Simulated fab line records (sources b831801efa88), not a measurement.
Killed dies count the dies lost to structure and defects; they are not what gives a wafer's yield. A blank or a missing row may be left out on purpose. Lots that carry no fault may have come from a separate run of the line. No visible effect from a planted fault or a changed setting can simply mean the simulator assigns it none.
Matching of chambers	flow gf180mcu	GF_STI_ETCH_14 on rieSi-01 has 4 sister chambers
The step etches Si in HBr/Cl2/O2, target depth 360 nm, time 102.9 s. 14 wafers are shown with their chamber, then 7 later ones without.

== WAFERS, EACH WITH ITS CHAMBER ==
wafer	chamber	drypumpMotorCurrentA (A)	oesProductAu (a.u.)	throttleValvePct (%)
L960.4	1	6.6	0.997	25.670
L960.5	1	6.6	0.988	25.671
L960.6	0	5.6	0.996	25.664
L964.2	2	5.9	1.005	25.648
L964.3	1	6.6	0.984	25.659
L964.5	0	5.6	0.992	25.668
L965.1	2	5.9	1.003	25.657
L965.2	3	5.7	1.006	25.634
L965.3	0	5.6	0.997	25.656
L967.1	3	5.7	1.001	25.667
L967.2	2	6.0	1.003	25.646
L967.4	1	6.6	0.987	25.660
L969.2	0	5.6	0.985	25.689
L969.5	2	6.0	1.002	25.672

SIGNATURES (means of the wafers above)
reading	chamber 0	chamber 1	chamber 2	chamber 3	scatter within a chamber
drypumpMotorCurrentA	5.600	6.600	5.950	5.700	0.0316
oesProductAu	0.99250	0.98900	1.00325	1.00350	0.00447
throttleValvePct	25.66925	25.66500	25.65575	25.65050	0.013
Rule: a wafer lies at a distance from a chamber equal to the root of the sum of squares, over the readings, of (its reading less the chamber's mean, divided by the reading's scatter). The wafer belongs to the nearest chamber; if the next one is less than 2 further off, it can't be placed. The scatter: the root of (the sum of the squares of (reading less its chamber's mean) over the shown wafers, divided by (wafers less chambers)).

== WAFERS MISSING THEIR CHAMBER ==
wafer	drypumpMotorCurrentA (A)	oesProductAu (a.u.)	throttleValvePct (%)
L969.6	6.7	0.998	25.647
L976.2	6.0	0.998	25.680
L976.3	6.6	0.965	25.663
L976.4	5.6	0.989	25.664
L978.2	5.7	0.981	25.667
L978.3	5.6	0.973	25.671
L978.4	6.0	1.008	25.640

== WHICH CHAMBER EACH ONE RAN IN ==
wafer	from the rows above	in truth
L969.6	1	1
L976.2	2	2
L976.3	1	1
L976.4	0	0
L978.2	can't be placed: 0 or 3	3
L978.3	0	0
L978.4	2	2
Correctly placed: 6 of 7. Cannot be placed on the basis of these rows: 1; the candidates contain the true chamber in 1. Placed wrongly: 0.
